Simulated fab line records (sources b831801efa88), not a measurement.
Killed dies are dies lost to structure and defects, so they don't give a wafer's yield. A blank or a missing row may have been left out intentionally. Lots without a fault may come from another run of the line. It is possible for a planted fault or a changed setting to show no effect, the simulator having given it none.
Which tool did it? | flow gf180mcu | 42 wafers from 14 lots sampled at 5 of the route's 602 steps

## WHAT THE GAUGES SHOWED, per wafer
GF_V5_CD_MEAS_14: target cd 260 nm. Usual: cdNm 260.0 nm, standard deviation 1.2.
lot  | measured     | on       | cdNm (nm)         | flag
L847 | day 27 09:21 | cdSem-02 | 260.4 258.8 260.1 | 
L848 | day 27 14:33 | cdSem-02 | 261.7 261.2 261.0 | 
L849 | day 28 02:49 | cdSem-02 | 260.2 259.3 258.6 | 
L850 | day 28 09:35 | cdSem-01 | 260.4 259.0 260.5 | 
L851 | day 28 18:14 | cdSem-02 | 259.6 258.9 260.2 | 
L852 | day 29 03:01 | cdSem-01 | 259.9 260.9 259.9 | 
L853 | day 29 12:40 | cdSem-01 | 260.0 259.5 259.9 | 
L855 | day 29 19:47 | cdSem-01 | 262.4 261.2 262.2 | 
L854 | day 30 01:03 | cdSem-02 | 259.0 257.9 258.7 | 
L856 | day 30 14:44 | cdSem-01 | 259.4 260.3 260.1 | 
L858 | day 31 00:37 | cdSem-02 | 261.8 260.0 260.7 | 
L864 | day 32 12:01 | cdSem-01 | 294.7 294.2 293.9 | OFF
L865 | day 32 14:05 | cdSem-01 | 293.2 292.8 293.4 | OFF
L866 | day 33 00:59 | cdSem-01 | 260.0 261.1 261.1 | 

## WHICH TOOL RAN EACH LOT (tool, then ch and the chambers of the sampled wafers, then the start)
lot  | GF_MIM_CVD_05                   | GF_MIM_SPUTTER_08           | GF_MIM_STRIP_20                     | GF_V5_EXPOSE_11
L847 | pecvd-03 ch 0,1,2, day 24 16:09 | pvdSputter-04, day 24 16:17 | plasmaAsher-01 ch 0,1, day 25 14:20 | krfScanner-02 ch 0, day 26 23:11
L848 | pecvd-03 ch 0,2, day 24 22:36   | pvdSputter-02, day 24 22:44 | plasmaAsher-04 ch 0,1, day 25 20:18 | krfScanner-01 ch 0, day 27 05:10
L849 | pecvd-03 ch 0,2, day 25 10:46   | pvdSputter-03, day 25 10:54 | plasmaAsher-04 ch 0,1, day 26 07:35 | krfScanner-01 ch 0, day 27 16:54
L850 | pecvd-04 ch 0,1,2, day 25 18:19 | pvdSputter-03, day 25 18:27 | plasmaAsher-03 ch 0,1, day 26 14:54 | krfScanner-02 ch 0, day 27 23:48
L851 | pecvd-04 ch 1,2, day 26 04:05   | pvdSputter-02, day 26 04:14 | plasmaAsher-04 ch 0,1, day 27 01:03 | krfScanner-02 ch 0, day 28 08:58
L852 | pecvd-02 ch 0,1,2, day 26 12:47 | pvdSputter-02, day 26 12:56 | plasmaAsher-01 ch 0,1, day 27 09:39 | krfScanner-02 ch 0, day 28 17:35
L853 | pecvd-04 ch 0,2, day 26 22:49   | pvdSputter-04, day 26 22:57 | plasmaAsher-03 ch 0,1, day 27 19:36 | krfScanner-02 ch 0, day 29 03:02
L855 | pecvd-04 ch 0,1,2, day 27 08:59 | pvdSputter-02, day 27 09:08 | plasmaAsher-03 ch 0,1, day 28 03:42 | krfScanner-01 ch 0, day 29 10:17
L854 | pecvd-03 ch 1,2, day 27 13:49   | pvdSputter-03, day 27 13:56 | plasmaAsher-03 ch 0,1, day 28 09:42 | krfScanner-01 ch 0, day 29 15:48
L856 | pecvd-02 ch 0,1,2, day 28 05:15 | pvdSputter-02, day 28 05:23 | plasmaAsher-04 ch 0,1, day 29 01:00 | krfScanner-01 ch 0, day 30 06:08
L858 | pecvd-02 ch 0,2, day 28 15:31   | pvdSputter-04, day 28 15:39 | plasmaAsher-04 ch 0,1, day 29 10:53 | krfScanner-02 ch 0, day 30 16:12
L864 | pecvd-02 ch 0,1, day 30 05:32   | pvdSputter-04, day 30 05:40 | plasmaAsher-01 ch 0,1, day 30 23:45 | krfScanner-01 ch 0, day 32 03:24
L865 | pecvd-03 ch 0,2, day 30 07:31   | pvdSputter-02, day 30 07:39 | plasmaAsher-03 ch 0,1, day 31 02:00 | krfScanner-01 ch 0, day 32 06:01
L866 | pecvd-04 ch 1,2, day 30 20:01   | pvdSputter-04, day 30 20:09 | plasmaAsher-04 ch 0,1, day 31 13:39 | krfScanner-02 ch 0, day 32 16:45
- GF_MIM_CVD_05: deposits Si3N4, target thk 42 nm, time 29.086 s.
- GF_MIM_SPUTTER_08: material AlCu, target thk 200 nm, time 10.6 s.
- GF_MIM_STRIP_20: strips in O2/N2.
- GF_V5_EXPOSE_11: exposes mask Via5, target cd 260 nm.

## AS READ BY THE TOOLS THEMSELVES (means over the sampled wafers that have a number; for cases with no such wafer, the mark the record gives instead)
GF_MIM_CVD_05. Usual: heaterPowerW 682 W, standard deviation 130.
lot  | tool     | heaterPowerW (W) | flag
L847 | pecvd-03 | 703              | 
L848 | pecvd-03 | 578              | 
L849 | pecvd-03 | 523              | 
L850 | pecvd-04 | 703              | 
L851 | pecvd-04 | 692              | 
L852 | pecvd-02 | 664              | 
L853 | pecvd-04 | 638              | 
L855 | pecvd-04 | 700              | 
L854 | pecvd-03 | 711              | 
L856 | pecvd-02 | 672              | 
L858 | pecvd-02 | 734              | 
L864 | pecvd-02 | 644              | 
L865 | pecvd-03 | 516              | 
L866 | pecvd-04 | 668              | 

GF_MIM_SPUTTER_08. Usual: throttleValvePct 30.2 %, standard deviation 0.89.
lot  | tool          | throttleValvePct (%) | flag
L847 | pvdSputter-04 | 29.9                 | 
L848 | pvdSputter-02 | 30.9                 | 
L849 | pvdSputter-03 | 30.3                 | 
L850 | pvdSputter-03 | 29.7                 | 
L851 | pvdSputter-02 | 30.6                 | 
L852 | pvdSputter-02 | 30.6                 | 
L853 | pvdSputter-04 | 30.0                 | 
L855 | pvdSputter-02 | 30.1                 | 
L854 | pvdSputter-03 | 30.2                 | 
L856 | pvdSputter-02 | 30.6                 | 
L858 | pvdSputter-04 | 29.3                 | 
L864 | pvdSputter-04 | 30.3                 | 
L865 | pvdSputter-02 | 30.5                 | 
L866 | pvdSputter-04 | 30.7                 | 

GF_MIM_STRIP_20. Usual: chamberPressureMTorr 1500.2 mTorr, standard deviation 1.4; drypumpMotorCurrentA 5.6 A, standard deviation 0.33; heaterPowerW 334 W, standard deviation 26; oesProductAu 0.690 a.u., standard deviation 0.0051; stripTimeToEndpointS 11.19 s, standard deviation 0.043.
lot  | tool           | chamberPressureMTorr (mTorr) | drypumpMotorCurrentA (A) | heaterPowerW (W) | oesProductAu (a.u.) | stripTimeToEndpointS (s) | flag
L847 | plasmaAsher-01 | 1499.6                       | 5.7                      | 326              | 0.690               | 11.22                    | 
L848 | plasmaAsher-04 | 1500.6                       | 5.6                      | 307              | 0.691               | 11.19                    | 
L849 | plasmaAsher-04 | 1500.6                       | 5.3                      | 308              | 0.693               | 11.29                    | 
L850 | plasmaAsher-03 | 1500.8                       | 5.8                      | 347              | 0.696               | 11.27                    | 
L851 | plasmaAsher-04 | 1500.2                       | 5.3                      | 308              | 0.691               | 11.15                    | 
L852 | plasmaAsher-01 | 1501.5                       | 5.8                      | 344              | 0.688               | 11.15                    | 
L853 | plasmaAsher-03 | 1500.9                       | 5.6                      | 359              | 0.692               | 11.18                    | 
L855 | plasmaAsher-03 | 1499.5                       | 5.8                      | 344              | 0.687               | 11.19                    | 
L854 | plasmaAsher-03 | 1500.3                       | 5.8                      | 341              | 0.687               | 11.13                    | 
L856 | plasmaAsher-04 | 1500.1                       | 5.6                      | 312              | 0.688               | 11.19                    | 
L858 | plasmaAsher-04 | 1499.9                       | 5.6                      | 309              | 0.684               | 11.16                    | 
L864 | plasmaAsher-01 | 1500.5                       | 5.7                      | 331              | 0.686               | 11.19                    | 
L865 | plasmaAsher-03 | 1500.6                       | 5.7                      | 342              | 0.686               | 11.17                    | 
L866 | plasmaAsher-04 | 1499.3                       | 5.3                      | 307              | 0.686               | 11.15                    | 

GF_V5_EXPOSE_11. Usual: exposureDoseMJCm2 38.86, standard deviation 0.033.
lot  | tool          | exposureDoseMJCm2 | flag
L847 | krfScanner-02 | 38.88             | 
L848 | krfScanner-01 | 38.88             | 
L849 | krfScanner-01 | 38.91             | 
L850 | krfScanner-02 | 38.84             | 
L851 | krfScanner-02 | 38.88             | 
L852 | krfScanner-02 | 38.86             | 
L853 | krfScanner-02 | 38.85             | 
L855 | krfScanner-01 | 38.83             | 
L854 | krfScanner-01 | 38.85             | 
L856 | krfScanner-01 | 38.87             | 
L858 | krfScanner-02 | 38.87             | 
L864 | krfScanner-01 | 48.62             | OFF
L865 | krfScanner-01 | 48.53             | OFF
L866 | krfScanner-02 | 38.85             | 

## THE ANSWER, worked out from the rows above alone
Rule: a lot is off if the mean of its wafers that have a number lies more than 3 standard deviations from the usual mean. A lot without any number at a reading at which 4 lots or more have one is off too. Where the step has rows for the other lots, those lots are counted as sound. First the gauges in route order, then the tools' own readings, where a lot's mean is used as printed above. At the first step where some lot is off, the reading lying furthest off is the one used; lots without a number count as furthest.
Off: L864, L865, at GF_V5_CD_MEAS_14 (cdNm).
If a tool, at a process step before that reading, ran all the lots that are off and no sound lot after the first of them, it fits. The gauges at GF_V5_CD_MEAS_14 aren't tried: what is off there is off at GF_V5_EXPOSE_11 too, on other tools, and a gauge's error can't cause that. One candidate fits, namely krfScanner-01 at GF_V5_EXPOSE_11. Its last sound lot is L856 (day 30 06:08), its first lot that is off L864 (day 32 03:24): a fault that began between those two fits.
On the lots that are off, the tool's own readings at GF_V5_EXPOSE_11 differ by more than 5 times the standard deviation of the sound lots' means, which bears it out; exposureDoseMJCm2 reads 48.58 there versus 38.86 on the sound lots.

## WHAT WAS PUT IN BY THE SIMULATOR
Drift in process parameters on krfScanner-01 at GF_V5_EXPOSE_11, starting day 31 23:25. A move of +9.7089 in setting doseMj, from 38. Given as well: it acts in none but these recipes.
Struck lots among those shown: L864, L865. The same result came from the rule above.
